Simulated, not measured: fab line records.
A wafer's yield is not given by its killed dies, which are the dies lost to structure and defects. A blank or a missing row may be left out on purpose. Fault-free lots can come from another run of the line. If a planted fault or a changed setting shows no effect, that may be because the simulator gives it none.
Struck lot and sound lot, side by side || flow sky130 || 44 steps out of a route of 708
Sound: wafers L479.2, L479.4, L479.6. Struck: wafers L500.3, L500.4, L500.5. The cause comes at the end.
Each step with rows lists, per side, the tool, then ch with its chambers, then its first start. Under that, the readings that differ: sound wafers || struck wafers || difference of the means || sigmas: that difference in standard deviations of wafers without a fault.
alike: a reading whose means differ by less than 2 such deviations, as well as words and numbers matching on both sides. not compared: withheld readings; readings where some wafer has no value; bounds like >300 that might hide an equal value; numbers whose values overlap and for which the record gives no deviation.
Wherever a step has rows on one side only, a row that says differs or no value, or a row with sigmas, the two part there. Non-overlapping numbers with no deviation appear without sigmas and do not part them. A reading missing from all wafers of one side parts the sides only when that side holds two or more wafers.

first, 5 steps without rows for these wafers: SKY_FIELD_ISO_WET_ETCH_18 (etches Si3N4 in H3PO4, target depth 25 nm, time 286 s); SKY_FIELD_ISO_CLEAN_19 (cleans in SC1/SC2, time 150 s); SKY_FIELD_ISO_CLEAN_20 (cleans in dHF, time 20 s); SKY_FIELD_ISO_WET_ETCH_21 (etches SiO2 in dHF, target depth 20 nm, time 400 s); SKY_FIELD_ISO_OXIDATION_22 (stabilise 600 s, purge 300 s, target thk 10 nm).
SKY_FIELD_ISO_THK_MEAS_23:
  sound on film-metro-03, day 2 10:47; struck on film-metro-02, day 6 20:46
  alike: FIELD_ISO_OXIDATION_01_THK
then, 1 step without rows for these wafers: SKY_FIELD_ISO_CVD_24 (deposits SiO2, target thk 595 nm, time 99.2 s).
SKY_FIELD_ISO_THK_MEAS_25:
  sound on film-metro-01, day 2 10:55; struck on film-metro-03, day 6 20:54
  alike: FIELD_ISO_CVD_24_THK
then, 1 step without rows for these wafers: SKY_FIELD_ISO_ANNEAL_26 (time 1800 s).
SKY_FIELD_ISO_CMP_27: polishes, stops on Si3N4, t overpolish 16 s, target thk 457.8 nm.
  sound on cmp-02 ch 0,2, day 2 14:46; struck on cmp-02 ch 0,1,3, day 6 22:34
  alike: motor-current-A, overpolish-run-s, time-to-endpoint-s
then, 2 steps without rows for these wafers: SKY_FIELD_ISO_WET_ETCH_28 (etches SiO2 in dHF, target depth 23.7 nm, time 47 s); SKY_FIELD_ISO_WET_ETCH_29 (etches Si3N4 in H3PO4, target depth 160 nm, time 1825 s).
SKY_FIELD_ISO_WET_ETCH_30: etches SiO2 in dHF, target depth 25 nm, time 50 s.
  sound on wet-bench-02 ch 3, day 2 15:36; struck on wet-bench-01 ch 3, day 6 23:22
{"reading": "run-length-s (s)", "sound": "74.8 74.8 74.8", "struck": "54.7 54.7 54.7", "difference": -20.1, "sigmas": -7}
{"reading": "model.SiO2_of_FIELD_ISO_CVD_24.thk-nm (nm)", "sound": "405.1 405.1 405.1", "struck": "419.1 418.1 417.3", "difference": "+13.1", "sigmas": ""}
then, 2 steps without rows for these wafers: SKY_NWELL_CLEAN_00 (cleans in SC1/SC2, time 150 s); SKY_NWELL_OXIDATION_01 (stabilise 600 s, purge 300 s, target thk 10 nm).
SKY_NWELL_THK_MEAS_02:
  sound on film-metro-03, day 2 19:01; struck on film-metro-04, day 7 02:16
  alike: NWELL_OXIDATION_THK
then, 8 steps without rows for these wafers: SKY_DNWELL_DEHYDRATE_00 (time 60 s); SKY_DNWELL_HMDS_01 (prime time 60 s); SKY_DNWELL_COAT_02 (resist thk 3000 nm); SKY_DNWELL_SOFTBAKE_03; SKY_DNWELL_EXPOSE_04 (exposes mask DNM, target cd 3000 nm); SKY_DNWELL_PEB_05; SKY_DNWELL_DEVELOP_06 (develop time 60 s); SKY_DNWELL_IMPLANT_07.
SKY_DNWELL_STRIP_08: strips in O2/N2.
  sound on plasma-asher-04 ch 0,1, day 3 09:53; struck on plasma-asher-04 ch 0,1, day 7 22:30
  alike: drypump-motor-current-A, oes-product-au, strip-time-to-endpoint-s
  not compared: rf-hours-counter-h
SKY_DNWELL_TW_MEAS_09:
  sound on film-metro-03, day 3 09:59; struck on film-metro-04, day 7 22:35
  alike: DNWELL_TW
then, 7 steps without rows for these wafers: SKY_PWDE_DEHYDRATE_00 (time 60 s); SKY_PWDE_HMDS_01 (prime time 60 s); SKY_PWDE_COAT_02 (resist thk 3000 nm); SKY_PWDE_SOFTBAKE_03; SKY_PWDE_EXPOSE_04 (exposes mask PWDEM, target cd 840 nm); SKY_PWDE_PEB_05; SKY_PWDE_DEVELOP_06 (develop time 60 s).
SKY_PWDE_OVL_MEAS_07:
  sound on overlay-01, day 4 02:50; struck on overlay-02, day 8 19:29
  alike: PWDE_OVL
after that, 1 step had no rows for these wafers: SKY_PWDE_IMPLANT_08.
SKY_PWDE_STRIP_09: strips in O2/N2.
  sound on plasma-asher-01 ch 1, day 4 03:24; struck on plasma-asher-03 ch 0,1, day 8 19:41
  alike: drypump-motor-current-A, oes-product-au, strip-time-to-endpoint-s
  not compared: rf-hours-counter-h
SKY_PWDE_TW_MEAS_10:
  sound on film-metro-04, day 4 03:31; struck on film-metro-04, day 8 19:46
  alike: PWDE_TW
then, 5 steps without rows for these wafers: SKY_NWELL_DEHYDRATE_03 (time 60 s); SKY_NWELL_HMDS_04 (prime time 60 s); SKY_NWELL_COAT_05 (resist thk 2947 nm); SKY_NWELL_SOFTBAKE_06; SKY_NWELL_EXPOSE_07 (exposes mask NWM, target cd 840 nm).
-- the record jumps here: 26 days lie between the struck wafers' starts before and after (it left off in module NWELL and takes up again in module SALICIDE, whose first step shown is number 361 of the route) --
SKY_SALICIDE_CLEAN_00: cleans in HF-last, time 30 s.
  sound on wet-bench-01 ch 3, day 28 02:19; struck on wet-bench-01 ch 2, day 34 17:16
{"reading": "model.SiO2_of_FIELD_ISO_CVD_24.thk-nm (nm)", "sound": "358.8 358.9 358.9", "struck": "372.8 371.9 371", "difference": "+13.0", "sigmas": ""}
-- the record jumps here: 16 days lie between the struck wafers' starts before and after (it left off in module SALICIDE and takes up again in module PAD_OPEN, whose first step shown is number 708 of the route) --
SKY_PAD_OPEN_PROBE_99:
  sound on prober-02, day 45 19:11; struck on prober-02, day 50 12:44
{"reading": "model.etest.pfet_16v.r-on-ohm-um", "sound": "1.571e+04 1.603e+04 1.55e+04", "struck": "1.519e+04 1.546e+04 1.525e+04", "difference": -4.467e+02, "sigmas": ""}
{"reading": "model.etest.cap-li-to-poly.c-af-um2", "sound": "96.77 97.6 97.56", "struck": "104.4 103.2 98.36", "difference": "+4.7", "sigmas": ""}
{"reading": "model.etest.field-p.vt-v (V)", "sound": "-43.88 -44.67 -43.04", "struck": "-41.95 -42.69 -41.16", "difference": "+1.93", "sigmas": ""}
{"reading": "model.etest.field-n.vt-v (V)", "sound": "36.02 36 35.84", "struck": "36.81 36.94 36.48", "difference": "+0.79", "sigmas": ""}
{"reading": "model.etest.sram-nfet-pass.off-log10-a-um", "sound": "-12.64 -12.67 -12.75", "struck": "-13.07 -13.1 -13.03", "difference": -0.38, "sigmas": ""}
  alike: killed_at_M0_to_M3, killed_at_M4_up, killed-at-contacts, killed-at-front-end, killed-at-other, killed-dies, killed-open, killed-short
  not compared: model.etest.res_p_drift_20v.line-ohm-um, model.etest.res_p_drift_20v.rs-ohm-sq, model.etest.cap-poly-to-well.c-af-um2

== WHERE THEY PART ==
SKY_FIELD_ISO_WET_ETCH_30 only, going by this record. Later steps at which nothing parts them and some readings are alike: SKY_NWELL_THK_MEAS_02, SKY_DNWELL_STRIP_08, SKY_DNWELL_TW_MEAS_09, SKY_PWDE_OVL_MEAS_07, SKY_PWDE_STRIP_09, SKY_PWDE_TW_MEAS_10, SKY_PAD_OPEN_PROBE_99.

WHY: what the simulator had put in
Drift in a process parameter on wet-bench-01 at SKY_FIELD_ISO_WET_ETCH_30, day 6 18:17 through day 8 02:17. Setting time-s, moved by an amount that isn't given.
